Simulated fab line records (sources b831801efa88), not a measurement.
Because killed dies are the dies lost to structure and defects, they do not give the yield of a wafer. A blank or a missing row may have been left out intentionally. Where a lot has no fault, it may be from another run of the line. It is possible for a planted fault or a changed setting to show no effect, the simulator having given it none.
Which tool was responsible? :: flow gf180mcu :: 45 wafers from 15 lots sampled at 3 of the route's 602 steps

== WHAT THE GAUGES SHOWED, per wafer ==
GF_V4_THK_MEAS_03. Usual: V4_CVD_02_THK typically reads 845 nm, with standard deviation 11.
lot: L401
measured: day 23 19:08
on: filmMetro-01
V4_CVD_02_THK (nm): 837 832 841
flag: 

lot: L402
measured: day 24 10:35
on: filmMetro-02
V4_CVD_02_THK (nm): 844 861 857
flag: 

lot: L403
measured: day 25 02:34
on: filmMetro-02
V4_CVD_02_THK (nm): 860 860 873
flag: 

lot: L408
measured: day 26 19:08
on: filmMetro-01
V4_CVD_02_THK (nm): 836 853 860
flag: 

lot: L407
measured: day 26 20:49
on: filmMetro-03
V4_CVD_02_THK (nm): 857 852 855
flag: 

lot: L409
measured: day 27 10:52
on: filmMetro-01
V4_CVD_02_THK (nm): 837 855 853
flag: 

lot: L410
measured: day 27 15:11
on: filmMetro-03
V4_CVD_02_THK (nm): 822 841 847
flag: 

lot: L411
measured: day 27 15:23
on: filmMetro-02
V4_CVD_02_THK (nm): 839 847 853
flag: 

lot: L413
measured: day 27 22:02
on: filmMetro-02
V4_CVD_02_THK (nm): 845 848 835
flag: 

lot: L412
measured: day 27 22:13
on: filmMetro-02
V4_CVD_02_THK (nm): 833 848 853
flag: 

lot: L416
measured: day 28 13:02
on: filmMetro-03
V4_CVD_02_THK (nm): 851 836 858
flag: 

lot: L414
measured: day 28 17:05
on: filmMetro-01
V4_CVD_02_THK (nm): 846 827 857
flag: 

lot: L420
measured: day 29 15:13
on: filmMetro-02
V4_CVD_02_THK (nm): 850 841 854
flag: 

lot: L421
measured: day 29 20:22
on: filmMetro-01
V4_CVD_02_THK (nm): 824 837 849
flag: 

lot: L422
measured: day 30 04:33
on: filmMetro-02
V4_CVD_02_THK (nm): 828 838 851
flag: 

GF_V4_CD_MEAS_14: target cd 260 nm. Usual: cdNm reads 260.4 nm (standard deviation 1.1).
lot: L401
measured: day 24 18:05
on: cdSem-02
cdNm (nm): 261.3 260.0 261.9
flag: 

lot: L402
measured: day 25 08:18
on: cdSem-01
cdNm (nm): 260.1 259.3 260.4
flag: 

lot: L403
measured: day 25 23:47
on: cdSem-01
cdNm (nm): 259.4 260.4 260.4
flag: 

lot: L408
measured: day 27 15:08
on: cdSem-01
cdNm (nm): 257.7 258.6 258.8
flag: 

lot: L407
measured: day 27 16:21
on: cdSem-01
cdNm (nm): 260.0 261.7 259.8
flag: 

lot: L409
measured: day 28 06:20
on: cdSem-02
cdNm (nm): 259.4 259.4 259.8
flag: 

lot: L410
measured: day 28 10:56
on: cdSem-01
cdNm (nm): 260.9 259.7 261.0
flag: 

lot: L411
measured: day 28 11:26
on: cdSem-01
cdNm (nm): 259.9 260.3 259.0
flag: 

lot: L413
measured: day 28 17:50
on: cdSem-02
cdNm (nm): 259.7 260.7 260.0
flag: 

lot: L412
measured: day 28 18:13
on: cdSem-01
cdNm (nm): 260.7 259.9 260.3
flag: 

lot: L416
measured: day 29 09:12
on: cdSem-01
cdNm (nm): 262.0 260.9 260.4
flag: 

lot: L414
measured: day 29 12:14
on: cdSem-02
cdNm (nm): 262.0 261.0 261.6
flag: 

lot: L420
measured: day 30 10:11
on: cdSem-01
cdNm (nm): 259.3 259.7 261.7
flag: 

lot: L421
measured: day 30 15:02
on: cdSem-02
cdNm (nm): 261.4 261.4 261.9
flag: 

lot: L422
measured: day 30 22:31
on: cdSem-02
cdNm (nm): 261.1 261.3 260.6
flag: 

== TOOL THAT RAN EACH LOT (tool first, then ch and the chambers of the sampled wafers, then the start) ==
lot: L401
GF_V4_CVD_02: pecvd-04 ch 1,2, day 23 19:04

lot: L402
GF_V4_CVD_02: pecvd-02 ch 0,1,2, day 24 10:31

lot: L403
GF_V4_CVD_02: pecvd-04 ch 0,1, day 25 02:29

lot: L408
GF_V4_CVD_02: pecvd-02 ch 0,1, day 26 19:02

lot: L407
GF_V4_CVD_02: pecvd-01 ch 0,1,2, day 26 20:44

lot: L409
GF_V4_CVD_02: pecvd-04 ch 1,2, day 27 10:47

lot: L410
GF_V4_CVD_02: pecvd-01 ch 0,1,2, day 27 15:08

lot: L411
GF_V4_CVD_02: pecvd-02 ch 1,2, day 27 15:17

lot: L413
GF_V4_CVD_02: pecvd-02 ch 1,2, day 27 21:55

lot: L412
GF_V4_CVD_02: pecvd-01 ch 0,1, day 27 22:08

lot: L416
GF_V4_CVD_02: pecvd-02 ch 1,2, day 28 12:53

lot: L414
GF_V4_CVD_02: pecvd-01 ch 0,1, day 28 17:02

lot: L420
GF_V4_CVD_02: pecvd-02 ch 0,1,2, day 29 15:08

lot: L421
GF_V4_CVD_02: pecvd-02 ch 1,2, day 29 20:18

lot: L422
GF_V4_CVD_02: pecvd-01 ch 1,2, day 30 04:28
- GF_V4_CVD_02: deposits SiO2 from TEOS, target thk 850 nm, time 94.851 s.

== WHAT THE TOOLS THEMSELVES READ (means of the sampled wafers that have a number; where no wafer has one, the mark that the record gives instead) ==
GF_V4_CVD_02. Usual: heaterPowerW reads 659 W (standard deviation 110).
lot: L401
tool: pecvd-04
heaterPowerW (W): 696
flag: 

lot: L402
tool: pecvd-02
heaterPowerW (W): 592
flag: 

lot: L403
tool: pecvd-04
heaterPowerW (W): 730
flag: 

lot: L408
tool: pecvd-02
heaterPowerW (W): 552
flag: 

lot: L407
tool: pecvd-01
heaterPowerW (W): 687
flag: 

lot: L409
tool: pecvd-04
heaterPowerW (W): 724
flag: 

lot: L410
tool: pecvd-01
heaterPowerW (W): 687
flag: 

lot: L411
tool: pecvd-02
heaterPowerW (W): 616
flag: 

lot: L413
tool: pecvd-02
heaterPowerW (W): 620
flag: 

lot: L412
tool: pecvd-01
heaterPowerW (W): 682
flag: 

lot: L416
tool: pecvd-02
heaterPowerW (W): 604
flag: 

lot: L414
tool: pecvd-01
heaterPowerW (W): 677
flag: 

lot: L420
tool: pecvd-02
heaterPowerW (W): 573
flag: 

lot: L421
tool: pecvd-02
heaterPowerW (W): 587
flag: 

lot: L422
tool: pecvd-01
heaterPowerW (W): 659
flag: 

== THE ANSWER, worked out from the rows above alone ==
Rule: lot off if the mean of its wafers having a number is beyond 3 standard deviations from the usual mean. Also off: a lot with no number at a reading for which 4 or more lots have one. The other lots that the step has rows for count as sound. Order of review: gauges by route order, followed by the tools' own readings, for which a lot's mean as printed above is used. At the first step where some lot is off, the reading lying furthest off is the one used; lots without a number count as furthest.
No lot is off at any reading shown: from this, nothing can be told.

== WHAT WAS PUT IN BY THE SIMULATOR ==
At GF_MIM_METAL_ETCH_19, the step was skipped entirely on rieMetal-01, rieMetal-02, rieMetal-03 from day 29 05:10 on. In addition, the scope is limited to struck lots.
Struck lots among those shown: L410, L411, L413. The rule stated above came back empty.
